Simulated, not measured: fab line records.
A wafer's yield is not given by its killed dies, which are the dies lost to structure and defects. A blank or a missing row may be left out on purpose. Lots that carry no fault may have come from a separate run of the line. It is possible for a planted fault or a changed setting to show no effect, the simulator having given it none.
A lot that was struck, set against a sound lot    flow gf180mcu    16 steps out of a route of 602
Sound: the wafers L141.1, L141.2, L141.5. Struck: wafers L146.1, L146.4. (L146.5 of the same lot was not struck and is left out.) The cause comes at the end.
Per side, at each step with rows, come the tool, then ch with its chambers, and then its first start. Under that, the readings that differ: sound wafers    struck wafers    difference of the means    sigmas: that difference in standard deviations of wafers without a fault.
alike: a reading whose means differ by less than 2 such deviations, as well as words and numbers matching on both sides. not compared: withheld readings; readings where some wafer has no value; bounds like >300 that might hide an equal value; numbers whose values overlap and for which the record gives no deviation.
A row with sigmas, a row that says differs or no value, or rows on one side alone: a step with any of these is where the two part. Non-overlapping numbers with no deviation appear without sigmas and do not part them. Lack of a reading on every wafer of one side parts them only where that side has two or more wafers.

GF_M2_SPUTTER_04: material TiN, target thk 50 nm, time 41.7 s.
  sound: pvd sputter-01 at day 19 01:36; struck: pvd sputter-01 at day 21 08:57
  alike: throttle valve pct
GF_M2_RS_MEAS_05: uses a four-point probe to measure.
  sound: film metro-03 at day 19 01:38; struck: film metro-03 at day 21 08:59
  alike: M2_ALCU_RS
GF_M2_THK_MEAS_06: measures by xrf.
  sound: film metro-03 at day 19 01:46; struck: film metro-03 at day 21 09:07
  alike: M2_ALCU_THK
then, 7 steps without rows for these wafers: GF_M2_DEHYDRATE_07 (time 60 s); GF_M2_HMDS_08 (prime time 60 s); GF_M2_COAT_09 (resist thk 1000 nm); GF_M2_SOFTBAKE_10 (time 60 s); GF_M2_EXPOSE_11 (exposes mask Metal2, target cd 280 nm); GF_M2_PEB_12 (peb time 90 s); GF_M2_DEVELOP_13 (develop time 60 s).
GF_M2_CD_MEAS_14 targets a cd of 280 nm.
  sound: cd sem-01 at day 20 02:02; struck: cd sem-02 at day 22 08:44
  alike: cd nm
GF_M2_OVL_MEAS_15:
  sound: overlay-01 at day 20 02:09; struck: overlay-01 at day 22 08:51
  alike: M2_OVL
GF_M2_METAL_ETCH_16: etches the open film in Cl2/BCl3, stops on SiO2, target depth 750.8 nm, time 125.1 s.
  sound on rie metal-04 ch 0,1, day 20 02:11; struck on rie metal-04 ch 0, day 22 08:53
reading                              sound                 struck         difference  sigmas
oes product au (a.u.)                0.991 0.989 0.989     0.856 0.859    -0.132      -19
throttle valve pct (%)               28.220 28.234 28.237  28.385 28.382  +0.153      +13
model.KrF_of_M2_COAT_09.thk nm (nm)  684.6 692.3 694.5     757.1 756.4    +66.3       
  alike: drypump motor current A
  not compared: rf hours counter h
GF_M2_STRIP_17: strips in O2/N2.
  sound on plasma asher-03 ch 0,1, day 20 02:19; struck on plasma asher-01 ch 0,1, day 22 09:09
reading                       sound              struck       difference  sigmas
oes product au (a.u.)         0.528 0.540 0.548  0.568 0.562  +0.026      +5
strip time to endpoint s (s)  7.39 7.46 7.47     8.11 8.08    +0.65       +10
  alike: drypump motor current A, heater power w
  not compared: rf hours counter h
then, 1 step without rows for these wafers: GF_M2_STRIP_18 (strips in post etch residue remover, time 1200 s).
-- the record jumps here: 9 days lie between the struck wafers' starts before and after (it left off in module M2 and takes up again in module PASSIVATION, whose first step shown is number 602 of the route) --
GF_PASSIVATION_PROBE_99:
  sound: prober-02 at day 29 18:47; struck: prober-01 at day 31 12:49
reading                                        sound  struck  difference  sigmas
model.etest.met5 comb.over limit               0 0 0  1 1     +1          
model.etest.met2 comb.over limit               0 0 0  1 1     +1          
model.etest.diode_pplus_nwell_6v.over limit    0 0 0  1 1     +1          
model.etest.nmos_6p0_nat.short                 0 0 0  1 1     +1          
model.etest.met4.short                         0 0 0  1 1     +1          
model.etest.gate to diffusion comb.over limit  0 0 0  1 1     +1          
model.etest.nmos_6p0_turned.short              0 0 0  1 1     +1          
model.etest.ldpmos_10p0.over limit             0 0 0  1 1     +1          

== WHERE THEY PART ==
Last at GF_M2_STRIP_17 as far as this record goes, first at GF_M2_METAL_ETCH_16.

WHY: whatever the simulator had introduced
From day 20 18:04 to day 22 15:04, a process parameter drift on rie metal-04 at GF_M2_METAL_ETCH_16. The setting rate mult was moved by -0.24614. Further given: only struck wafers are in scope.
